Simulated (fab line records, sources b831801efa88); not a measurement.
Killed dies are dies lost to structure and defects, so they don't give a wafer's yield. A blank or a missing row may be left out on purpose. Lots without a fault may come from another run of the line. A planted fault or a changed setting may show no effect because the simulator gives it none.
Which tool did it? | flow sky130 | 12 lots, 36 wafers sampled, at 4 steps of a route of 708

WHAT THE GAUGES READ, wafer by wafer
SKY_PWDE_TW_MEAS_10.
lot  | measured    | on            | PWDE_TW
L178 | day 4 04:56 | film_metro-01 | 382 382 379
L179 | day 4 08:16 | film_metro-03 | 372 374 373
L186 | day 6 05:50 | film_metro-03 | 456 459 458
L187 | day 6 06:44 | film_metro-01 | 472 470 469
L188 | day 6 13:46 | film_metro-01 | 383 381 382
L191 | day 7 07:50 | film_metro-04 | 466 464 465
L194 | day 8 09:04 | film_metro-01 | 379 378 376
L196 | day 8 10:02 | film_metro-04 | 377 376 376
L197 | day 9 08:35 | film_metro-03 | 374 374 372
L198 | day 9 18:14 | film_metro-01 | 380 378 379
L200 | day 9 18:18 | film_metro-04 | 373 373 373
L199 | day 9 18:59 | film_metro-01 | 381 382 380

SKY_NWELL_RS_MEAS_31: measures by four-point-probe.
lot  | measured     | on            | PWDE_RS (ohm/sq)
L178 | day 5 16:27  | film_metro-01 | 5295 5292 5303
L179 | day 5 21:20  | film_metro-04 | 5273 5263 5267
L186 | day 7 19:54  | film_metro-03 | 3116 3115 3124
L187 | day 7 21:06  | film_metro-03 | 3123 3127 3137
L188 | day 8 04:57  | film_metro-04 | 5252 5252 5276
L191 | day 8 23:18  | film_metro-04 | 3107 3111 3108
L194 | day 10 04:44 | film_metro-03 | 5265 5292 5274
L196 | day 10 06:03 | film_metro-04 | 5234 5263 5262
L197 | day 11 05:50 | film_metro-03 | 5262 5276 5282
L198 | day 11 16:37 | film_metro-01 | 5297 5273 5275
L200 | day 11 16:58 | film_metro-03 | 5247 5250 5268
L199 | day 11 17:27 | film_metro-01 | 5257 5258 5246

SKY_SONOS_ONO_THK_MEAS_01.
lot  | measured     | on            | SONOS_ONO_OXIDATION_THK (nm)
L178 | day 11 20:47 | film_metro-02 | 2.71 2.68 2.67
L179 | day 12 06:32 | film_metro-04 | 2.61 2.63 2.62
L186 | day 14 13:44 | film_metro-02 | 2.56 2.60 2.58
L187 | day 14 18:06 | film_metro-02 | 2.54 2.53 2.52
L188 | day 15 02:00 | film_metro-02 | 2.57 2.55 2.54
L191 | day 16 10:14 | film_metro-04 | 2.62 2.69 2.66
L194 | day 17 15:46 | film_metro-03 | 2.66 2.69 2.61
L196 | day 17 20:49 | film_metro-02 | 2.52 2.50 2.54
L197 | day 19 04:27 | film_metro-03 | 2.60 2.56 2.55
L198 | day 19 19:08 | film_metro-02 | 2.53 2.58 2.56
L200 | day 19 19:08 | film_metro-04 | 2.61 2.64 2.61
L199 | day 19 19:08 | film_metro-03 | 2.62 2.53 2.63

WHICH TOOL RAN EACH LOT (tool, then ch and the chambers of the sampled wafers, then the start)
lot  | SKY_PWDE_IMPLANT_08
L178 | implanter-01 ch 0, day 4 04:41
L179 | implanter-02 ch 0, day 4 08:01
L186 | implanter-02 ch 0, day 6 05:13
L187 | implanter-01 ch 0, day 6 06:10
L188 | implanter-04 ch 0, day 6 13:31
L191 | implanter-04 ch 0, day 7 07:19
L194 | implanter-04 ch 0, day 8 08:50
L196 | implanter-01 ch 0, day 8 09:47
L197 | implanter-02 ch 0, day 9 08:20
L198 | implanter-02 ch 0, day 9 17:59
L200 | implanter-04 ch 0, day 9 18:04
L199 | implanter-01 ch 0, day 9 18:44
- SKY_PWDE_IMPLANT_08

WHAT THE TOOLS THEMSELVES READ (means of the sampled wafers that have a number; where no wafer has one, the mark that the record gives instead)
The record holds no such reading with a usual standard deviation.

THE ANSWER, worked out from the rows above alone
Rule: what is usual is taken from the lots themselves. Put in order of their means at a reading, lots are off if they are a third of the lots or fewer, leave a main group of 4 or more, and stand apart from it by a gap of 3 or more times the standard deviation of the main group's means; of several such gaps the widest counts. A main group whose means are all the same, to the digits that the tables above print for the reading, isn't used. A lot without any number at a reading at which 4 lots or more have one is off too. The other lots that the step has rows for count as sound. The gauges are gone through in route order, then the tools' own readings, and for those a lot's mean is taken as printed above. The first step at which some lot is off is used, and at that step the reading that is off furthest; a lot without a number counts as furthest.
Off: L186, L187, L191, at SKY_PWDE_TW_MEAS_10 (PWDE_TW). The main group: mean 377, standard deviation 3.4.
A tool fits if, at a process step before that reading, it ran every lot that is off, and no sound lot after the first of them. The gauges at SKY_PWDE_TW_MEAS_10 are tried like those tools. None of those tried fits.

WHAT THE SIMULATOR HAD PUT IN
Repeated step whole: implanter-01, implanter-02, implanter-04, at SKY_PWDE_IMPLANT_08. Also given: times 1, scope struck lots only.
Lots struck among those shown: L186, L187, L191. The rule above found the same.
